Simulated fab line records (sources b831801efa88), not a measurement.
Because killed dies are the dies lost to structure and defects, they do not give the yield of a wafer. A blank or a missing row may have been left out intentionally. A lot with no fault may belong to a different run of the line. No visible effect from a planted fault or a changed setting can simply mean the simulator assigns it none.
Which of the tools did it? | flow gf180mcu | Sampling: 11 lots, 33 wafers, 3 of 602 route steps

## WHAT THE GAUGES SHOWED, per wafer
GF_M1_RS_MEAS_05: uses a four-point probe to measure.
lot  | measured     | on            | M1_ALCU_RS (ohm/sq)
L658 | day 16 17:38 | film metro-03 | 0.0694 0.0699 0.0696
L659 | day 16 21:40 | film metro-02 | 0.0697 0.0696 0.0695
L660 | day 17 08:24 | film metro-03 | 0.0692 0.0689 0.0684
L662 | day 17 23:42 | film metro-04 | 0.0706 0.0705 0.0705
L663 | day 18 14:49 | film metro-03 | 0.0707 0.0704 0.0701
L664 | day 19 01:25 | film metro-02 | 0.0701 0.0709 0.0703
L665 | day 19 07:13 | film metro-02 | 0.0695 0.0697 0.0695
L666 | day 19 11:33 | film metro-02 | 0.0696 0.0698 0.0698
L667 | day 20 02:44 | film metro-04 | 0.0693 0.0697 0.0688
L669 | day 21 01:38 | film metro-04 | 0.0695 0.0695 0.0694
L673 | day 22 07:32 | film metro-03 | 0.0695 0.0693 0.0699

## WHICH TOOL RAN EACH LOT (tool, then ch and the chambers of the sampled wafers, then the start)
lot  | GF_CONTACT_CMP_27             | GF_M1_SPUTTER_04
L658 | cmp-01 ch 0,2,3, day 16 17:10 | pvd sputter-02, day 16 17:35
L659 | cmp-01 ch 0,1,2, day 16 21:11 | pvd sputter-01, day 16 21:34
L660 | cmp-01 ch 0,1,2, day 17 07:55 | pvd sputter-01, day 17 08:18
L662 | cmp-02 ch 0,1,2, day 17 23:11 | pvd sputter-02, day 17 23:40
L663 | cmp-01 ch 0,2,3, day 18 14:20 | pvd sputter-02, day 18 14:46
L664 | cmp-01 ch 0,2,3, day 19 00:52 | pvd sputter-03, day 19 01:20
L665 | cmp-01 ch 0,2,3, day 19 06:44 | pvd sputter-01, day 19 07:10
L666 | cmp-01 ch 0,2,3, day 19 11:01 | pvd sputter-01, day 19 11:31
L667 | cmp-02 ch 1,2,3, day 20 02:19 | pvd sputter-03, day 20 02:42
L669 | cmp-01 ch 0,1,3, day 21 01:07 | pvd sputter-02, day 21 01:36
L673 | cmp-01 ch 0,1,2, day 22 07:06 | pvd sputter-02, day 22 07:26
- GF_CONTACT_CMP_27: polishes, stops on SiO2, t overpolish 13.59 s, target thk 0 nm.
- GF_M1_SPUTTER_04: material TiN, target thk 50 nm, time 41.7 s.

## THE ANSWER, worked out from the rows above alone
Rule: the lots themselves supply what counts as usual. The widest of any qualifying gaps counts: lots, ordered by their means at a reading, are off when they make up no more than a third of the lots, leave a main group of 4 or more, and stand apart from it by 3 or more times the standard deviation of that group's means. A main group whose means are all the same, to the digits that the tables above print for the reading, isn't used. A lot without any number at a reading at which 4 lots or more have one is off too. Where the step has rows for the other lots, those lots are counted as sound.
Nothing can be told from this: no lot is off at any reading shown.

## WHAT WAS PUT IN BY THE SIMULATOR
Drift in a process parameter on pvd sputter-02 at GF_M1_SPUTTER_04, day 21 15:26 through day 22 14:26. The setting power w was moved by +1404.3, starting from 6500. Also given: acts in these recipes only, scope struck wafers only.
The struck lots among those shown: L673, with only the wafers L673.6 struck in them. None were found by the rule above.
